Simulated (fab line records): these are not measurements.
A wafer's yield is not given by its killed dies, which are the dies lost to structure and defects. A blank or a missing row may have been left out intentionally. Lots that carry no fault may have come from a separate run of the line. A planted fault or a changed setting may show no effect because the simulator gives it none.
Which of the tools did it? ; flow sky130 ; 12 lots, 36 wafers sampled, at 3 steps of a route of 708

WHAT EACH GAUGE READ, for each wafer
SKY_LI_CONTACT_THK_MEAS_01.
lot;measured;on;LI_CONTACT_HDPCVD_THK (nm)
L401;day 28 09:45;film metro-01;935 920 926
L403;day 28 23:41;film metro-01;934 933 939
L404;day 29 10:27;film metro-04;926 934 931
L408;day 30 21:15;film metro-02;930 930 945
L409;day 31 05:38;film metro-02;953 932 944
L415;day 33 03:50;film metro-02;918 926 906
L418;day 33 16:04;film metro-01;928 910 920
L419;day 34 01:20;film metro-01;942 936 918
L420;day 34 08:04;film metro-04;930 938 928
L421;day 34 12:22;film metro-01;926 914 936
L422;day 34 17:11;film metro-01;924 919 934
L423;day 35 04:26;film metro-01;933 928 933

EACH LOT AND THE TOOL THAT RAN IT (in order: tool; ch and the chambers of the sampled wafers; start)
lot;SKY_VT_ADJUST_HVTP_SOFTBAKE_03;SKY_SD_N_STRIP_11
L401;litho track-03 ch 0, day 6 02:02;plasma asher-03 ch 0,1, day 28 08:52
L403;litho track-01 ch 0, day 6 11:20;plasma asher-04 ch 0,1, day 28 22:49
L404;litho track-01 ch 0, day 6 16:43;plasma asher-04 ch 0, day 29 09:31
L408;litho track-01 ch 0, day 7 18:20;plasma asher-02 ch 0,1, day 30 20:24
L409;litho track-01 ch 0, day 8 00:50;plasma asher-04 ch 0,1, day 31 04:46
L415;litho track-02 ch 0, day 9 16:13;plasma asher-04 ch 0,1, day 33 02:58
L418;litho track-03 ch 0, day 10 08:04;plasma asher-04 ch 0,1, day 33 15:13
L419;litho track-01 ch 0, day 10 14:32;plasma asher-03 ch 0, day 34 00:28
L420;litho track-01 ch 0, day 10 21:47;plasma asher-04 ch 0,1, day 34 07:13
L421;litho track-03 ch 0, day 11 01:43;plasma asher-02 ch 0,1, day 34 11:30
L422;litho track-02 ch 0, day 11 09:55;plasma asher-02 ch 0,1, day 34 16:19
L423;litho track-01 ch 0, day 11 18:05;plasma asher-04 ch 0,1, day 35 03:34
- SKY_VT_ADJUST_HVTP_SOFTBAKE_03: time 60 s.
- SKY_SD_N_STRIP_11: strips in O2/N2.

AS READ BY THE TOOLS THEMSELVES (means over the sampled wafers that have a number; for cases with no such wafer, the mark the record gives instead)
SKY_VT_ADJUST_HVTP_SOFTBAKE_03.
lot;tool;heater power total W (W);plate temp C (C)
L401;litho track-03;56.62;89.93
L403;litho track-01;56.62;90.00
L404;litho track-01;56.56;90.09
L408;litho track-01;59.40;93.14
L409;litho track-01;59.39;93.26
L415;litho track-02;56.62;90.17
L418;litho track-03;56.63;89.97
L419;litho track-01;56.59;89.80
L420;litho track-01;56.59;89.98
L421;litho track-03;56.66;90.08
L422;litho track-02;56.60;89.93
L423;litho track-01;56.56;90.15

SKY_SD_N_STRIP_11.
lot;tool;chamber pressure mTorr (mTorr);drypump motor current A (A);oes product au (a.u.);strip time to endpoint s (s)
L401;plasma asher-03;1499.4;6.10;0.528;22.47
L403;plasma asher-04;1500.1;6.02;0.527;22.47
L404;plasma asher-04;1501.0;6.07;0.531;22.52
L408;plasma asher-02;1501.1;5.80;0.526;22.52
L409;plasma asher-04;1500.1;6.04;0.528;22.44
L415;plasma asher-04;1501.3;6.03;0.528;22.48
L418;plasma asher-04;1500.4;6.06;0.530;22.55
L419;plasma asher-03;1500.0;6.14;0.532;22.54
L420;plasma asher-04;1499.5;6.06;0.524;22.55
L421;plasma asher-02;1499.4;6.08;0.528;22.53
L422;plasma asher-02;1500.3;5.82;0.529;22.54
L423;plasma asher-04;1501.2;6.04;0.524;22.51

THE ANSWER, worked out from the rows above alone
Rule: what is usual is taken from the lots themselves. Put in order of their means at a reading, lots are off if they are a third of the lots or fewer, leave a main group of 4 or more, and stand apart from it by a gap of 3 or more times the standard deviation of the main group's means; of several such gaps the widest counts. Not used: any main group whose means are identical at the precision the tables above print for the reading. Also off: a lot with no number at a reading for which 4 or more lots have one. Any other lot the step has rows for is counted as sound. Order of review: gauges by route order, followed by the tools' own readings, for which a lot's mean as printed above is used. The first step at which some lot is off is used, and at that step the reading that is off furthest; a lot without a number counts as furthest.
Off, at SKY_VT_ADJUST_HVTP_SOFTBAKE_03 on heater power total W: L408, L409. Main group: mean 56.61 W, sd 0.03.
If a tool, at that step or one of the process steps before it, ran each lot that is off and ran no sound lot following the first of them, it fits. Not one of the candidates tried fits.

WHAT WAS PUT IN BY THE SIMULATOR
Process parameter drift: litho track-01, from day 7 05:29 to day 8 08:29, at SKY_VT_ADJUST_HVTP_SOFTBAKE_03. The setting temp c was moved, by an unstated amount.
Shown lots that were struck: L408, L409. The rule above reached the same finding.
